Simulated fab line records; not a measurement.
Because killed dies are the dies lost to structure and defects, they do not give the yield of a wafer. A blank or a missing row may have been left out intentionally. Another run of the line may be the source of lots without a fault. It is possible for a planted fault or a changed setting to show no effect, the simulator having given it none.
Comparing a struck lot with a sound one || flow sky130 || 18 out of 708 route steps
Sound: these wafers, L883.1, L883.2, L883.5. Wafers L896.1, L896.3, L896.5 were the ones struck. Last of all comes the cause.
Per side, at each step with rows, come the tool, then ch with its chambers, and then its first start. Under that, the readings that differ: sound wafers || struck wafers || difference of the means || sigmas: that difference in standard deviations of wafers without a fault.
alike: a reading whose means differ by less than 2 such deviations, as well as words and numbers matching on both sides. not compared: withheld readings; readings where some wafer has no value; bounds like >300 that might hide an equal value; numbers whose values overlap and for which the record gives no deviation.
The two part at a step that has a row with sigmas, a row that says differs or no value, or rows on one side only. Numbers that don't overlap but have no deviation are shown without sigmas and don't part them. A reading that every wafer of one side lacks parts them only if that side has two wafers or more.

first, 1 step without rows for these wafers: SKY_LDD_P_DEVELOP_06 (develop time 60 s).
SKY_LDD_P_CD_MEAS_07: target cd 380 nm.
  sound on cd sem-01, day 19 22:23; struck on cd sem-01, day 24 14:21
  alike: cd nm
SKY_LDD_P_OVL_MEAS_08:
  sound on overlay-02, day 19 22:31; struck on overlay-01, day 24 14:28
  alike: LDD_P_OVL
following that, these wafers have no rows for 1 step: SKY_LDD_P_IMPLANT_09.
SKY_LDD_P_STRIP_10: strips in O2/N2.
  sound on plasma asher-01 ch 0,1, day 19 22:41; struck on plasma asher-01 ch 0,1, day 24 14:40
  alike: drypump motor current A, n2 flow sccm, oes product au, strip time to endpoint s
  not compared: rf hours counter h
SKY_LDD_P_TW_MEAS_11:
  sound on film metro-03, day 19 22:47; struck on film metro-01, day 24 14:46
  alike: LDD_P_TW
then, 6 steps without rows for these wafers: SKY_LDD_HVN_DEHYDRATE_00 (time 60 s); SKY_LDD_HVN_HMDS_01 (prime time 60 s); SKY_LDD_HVN_COAT_02 (resist thk 300 nm); SKY_LDD_HVN_SOFTBAKE_03 (time 60 s); SKY_LDD_HVN_EXPOSE_04 (exposes mask HVNTM, target cd 700 nm); SKY_LDD_HVN_PEB_05.
SKY_LDD_HVN_DEVELOP_06: develop time 60 s.
  sound on litho track-01 ch 0, day 21 05:30; struck on litho track-01 ch 0, day 25 19:30
SKY_LDD_HVN_OVL_MEAS_07:
  sound on overlay-02, day 21 05:39; struck on overlay-01, day 25 19:39
  alike: LDD_HVN_OVL
following that, these wafers have no rows for 1 step: SKY_LDD_HVN_IMPLANT_08.
SKY_LDD_HVN_STRIP_09: strips in O2/N2.
  sound on plasma asher-02 ch 0,1, day 21 05:50; struck on plasma asher-04 ch 0,1, day 25 19:50
  alike: drypump motor current A, n2 flow sccm, oes product au, strip time to endpoint s
  not compared: rf hours counter h
SKY_LDD_HVN_TW_MEAS_10:
  sound on film metro-02, day 21 05:56; struck on film metro-04, day 25 19:56
{"reading": "LDD_HVN_TW", "sound": "1421 1415 1422", "struck": "1332 1332 1337", "difference": -86, "sigmas": -7}
then, 1 step without rows for these wafers: SKY_LDD_HVP_DEHYDRATE_00 (time 60 s).

WHERE THEY PART
SKY_LDD_HVN_TW_MEAS_10 only, going by this record.

WHY: what the simulator had put in
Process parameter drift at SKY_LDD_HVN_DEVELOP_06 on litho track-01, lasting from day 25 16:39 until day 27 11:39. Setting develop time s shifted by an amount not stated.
